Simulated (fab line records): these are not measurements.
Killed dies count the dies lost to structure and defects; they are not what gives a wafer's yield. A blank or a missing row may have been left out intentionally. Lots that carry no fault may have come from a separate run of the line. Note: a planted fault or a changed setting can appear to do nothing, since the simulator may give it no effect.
The tool behind it: which one? ; flow gf180mcu ; 12 lots with 36 wafers sampled at 5 steps, on a route of 602 steps

WHAT THE GAUGES READ, wafer by wafer
GF_V4_THK_MEAS_25: measures by xrf.
lot;measured;on;V4_W_THK (nm)
L994;day 24 09:11;filmMetro-02;356 355 357
L995;day 24 19:43;filmMetro-01;344 353 350
L996;day 25 04:58;filmMetro-01;340 347 345
L101;day 26 23:35;filmMetro-02;358 357 353
L102;day 27 15:02;filmMetro-04;359 360 356
L110;day 29 13:05;filmMetro-02;350 351 356
L111;day 29 22:47;filmMetro-02;352 352 353
L112;day 30 03:03;filmMetro-02;359 356 355
L113;day 30 11:16;filmMetro-02;356 360 354
L115;day 30 21:58;filmMetro-02;364 359 355
L116;day 31 04:16;filmMetro-01;348 345 350
L117;day 31 19:07;filmMetro-04;367 367 372

GF_V5_THK_MEAS_01.
lot;measured;on;V5_CVD_00_THK (nm)
L994;day 26 05:38;filmMetro-03;298.5 298.6 298.3
L995;day 26 15:47;filmMetro-03;300.9 301.5 302.5
L996;day 27 01:16;filmMetro-02;299.5 298.7 300.8
L101;day 28 16:58;filmMetro-03;257.6 256.2 301.3
L102;day 29 08:17;filmMetro-02;304.2 251.7 298.5
L110;day 31 03:57;filmMetro-04;302.1 300.4 299.0
L111;day 31 13:05;filmMetro-03;303.2 299.7 300.8
L112;day 31 16:53;filmMetro-04;301.9 301.0 305.3
L113;day 32 00:45;filmMetro-03;300.8 299.6 300.7
L115;day 32 11:43;filmMetro-04;306.5 305.6 303.2
L116;day 32 16:42;filmMetro-03;302.2 296.3 298.2
L117;day 33 06:45;filmMetro-03;302.0 295.8 300.0

EACH LOT AND THE TOOL THAT RAN IT (in order: tool; ch and the chambers of the sampled wafers; start)
lot;GF_V3_CMP_04;GF_M5_ETCH_09;GF_V5_CVD_00
L994;cmp-02 ch 0,1,2, day 21 08:50;rieDiel-04 ch 0,1,3, day 26 04:53;hdpcvd-02 ch 0,1,2, day 26 05:34
L995;cmp-02 ch 0,1,3, day 21 18:58;rieDiel-03 ch 0,1,2, day 26 15:02;hdpcvd-01 ch 0,1,2, day 26 15:43
L996;cmp-01 ch 2,3, day 22 03:50;rieDiel-04 ch 0,1,2, day 27 00:29;hdpcvd-01 ch 0,1,2, day 27 01:12
L101;cmp-02 ch 0,3, day 24 03:40;rieDiel-03 ch 1,3, day 28 16:10;hdpcvd-02 ch 0,2, day 28 16:54
L102;cmp-02 ch 0,2,3, day 24 19:16;rieDiel-03 ch 1,3, day 29 07:32;hdpcvd-02 ch 0,1,2, day 29 08:14
L110;cmp-01 ch 1,3, day 26 21:52;rieDiel-03 ch 0,3, day 31 03:11;hdpcvd-01 ch 1,2, day 31 03:54
L111;cmp-02 ch 0,1,3, day 27 07:00;rieDiel-04 ch 1,2,3, day 31 12:20;hdpcvd-01 ch 0,1, day 31 13:02
L112;cmp-01 ch 0,2, day 27 12:31;rieDiel-03 ch 0,3, day 31 16:07;hdpcvd-02 ch 0,2, day 31 16:50
L113;cmp-01 ch 0,2,3, day 27 21:07;rieDiel-01 ch 0,3, day 31 23:59;hdpcvd-01 ch 0,2, day 32 00:43
L115;cmp-01 ch 0,1,3, day 28 08:48;rieDiel-01 ch 0,1,3, day 32 10:59;hdpcvd-02 ch 1,2, day 32 11:40
L116;cmp-02 ch 0,1, day 28 15:13;rieDiel-04 ch 1,2,3, day 32 15:56;hdpcvd-02 ch 0,1, day 32 16:38
L117;cmp-01 ch 0,2,3, day 29 08:14;rieDiel-01 ch 1,2,3, day 33 05:59;hdpcvd-02 ch 0,1, day 33 06:41
- GF_V3_CMP_04: polishes SiO2.
- GF_M5_ETCH_09: etches Si3N4 in CF4/O2, target depth 52 nm, time 11.6 s.
- GF_V5_CVD_00: deposits SiO2, target thk 300 nm, time 50 s.

AS READ BY THE TOOLS THEMSELVES (means over the sampled wafers that have a number; for cases with no such wafer, the mark the record gives instead)
GF_V3_CMP_04.
lot;tool;headPressurePsi (psi);motorCurrentA (A);timeToEndpointS (s)
L994;cmp-02;4.002;12.2;75
L995;cmp-02;3.997;12.2;83
L996;cmp-01;4.003;12.1;80
L101;cmp-02;3.998;11.5;81
L102;cmp-02;3.997;11.8;85
L110;cmp-01;3.991;13.3;82
L111;cmp-02;3.999;11.6;82
L112;cmp-01;3.990;11.4;87
L113;cmp-01;3.995;12.3;85
L115;cmp-01;4.001;12.5;88
L116;cmp-02;4.004;11.7;83
L117;cmp-01;3.998;12.1;83

GF_M5_ETCH_09.
lot;tool;cf4FlowSccm (sccm);drypumpMotorCurrentA (A);oesProductAu (a.u.);throttleValvePct (%)
L994;rieDiel-04;79.94;5.5;0.995;5.967
L995;rieDiel-03;79.90;5.5;1.000;5.964
L996;rieDiel-04;80.17;5.6;1.002;5.966
L101;rieDiel-03;80.00;5.7;0.998;5.965
L102;rieDiel-03;80.09;5.7;1.002;5.981
L110;rieDiel-03;79.85;5.5;1.000;5.975
L111;rieDiel-04;79.99;5.1;0.999;5.984
L112;rieDiel-03;80.28;5.5;0.998;5.976
L113;rieDiel-01;80.23;5.4;1.001;5.972
L115;rieDiel-01;79.90;5.6;1.000;5.981
L116;rieDiel-04;79.84;5.0;0.999;5.978
L117;rieDiel-01;80.02;5.9;0.998;5.970

GF_V5_CVD_00.
lot;tool;sih4FlowSccm (sccm)
L994;hdpcvd-02;60.08
L995;hdpcvd-01;60.03
L996;hdpcvd-01;59.98
L101;hdpcvd-02;53.93
L102;hdpcvd-02;57.17
L110;hdpcvd-01;60.00
L111;hdpcvd-01;59.92
L112;hdpcvd-02;59.85
L113;hdpcvd-01;59.88
L115;hdpcvd-02;60.20
L116;hdpcvd-02;59.96
L117;hdpcvd-02;60.00

THE ANSWER, worked out from the rows above alone
Rule: what is usual is taken from the lots themselves. Put in order of their means at a reading, lots are off if they are a third of the lots or fewer, leave a main group of 4 or more, and stand apart from it by a gap of 3 or more times the standard deviation of the main group's means; of several such gaps the widest counts. If all means in a main group match to the digits the tables above print for the reading, that group is not used. A lot without any number at a reading at which 4 lots or more have one is off too. Where the step has rows for the other lots, those lots are counted as sound. Order of review: gauges by route order, followed by the tools' own readings, for which a lot's mean as printed above is used. The first step at which some lot is off is used, and at that step the reading that is off furthest; a lot without a number counts as furthest.
Off: L101, L102, seen at GF_V5_THK_MEAS_01 (V5_CVD_00_THK). Main group: mean 300.8 nm, sd 1.9.
If a tool, at a process step before that reading, ran all the lots that are off and no sound lot after the first of them, it fits. Not tried: the gauges at GF_V5_THK_MEAS_01; whatever is off there is also off at GF_V5_CVD_00, on other tools, and gauge error can't account for it. No candidate that was tried fits.

WHAT WAS PUT IN BY THE SIMULATOR
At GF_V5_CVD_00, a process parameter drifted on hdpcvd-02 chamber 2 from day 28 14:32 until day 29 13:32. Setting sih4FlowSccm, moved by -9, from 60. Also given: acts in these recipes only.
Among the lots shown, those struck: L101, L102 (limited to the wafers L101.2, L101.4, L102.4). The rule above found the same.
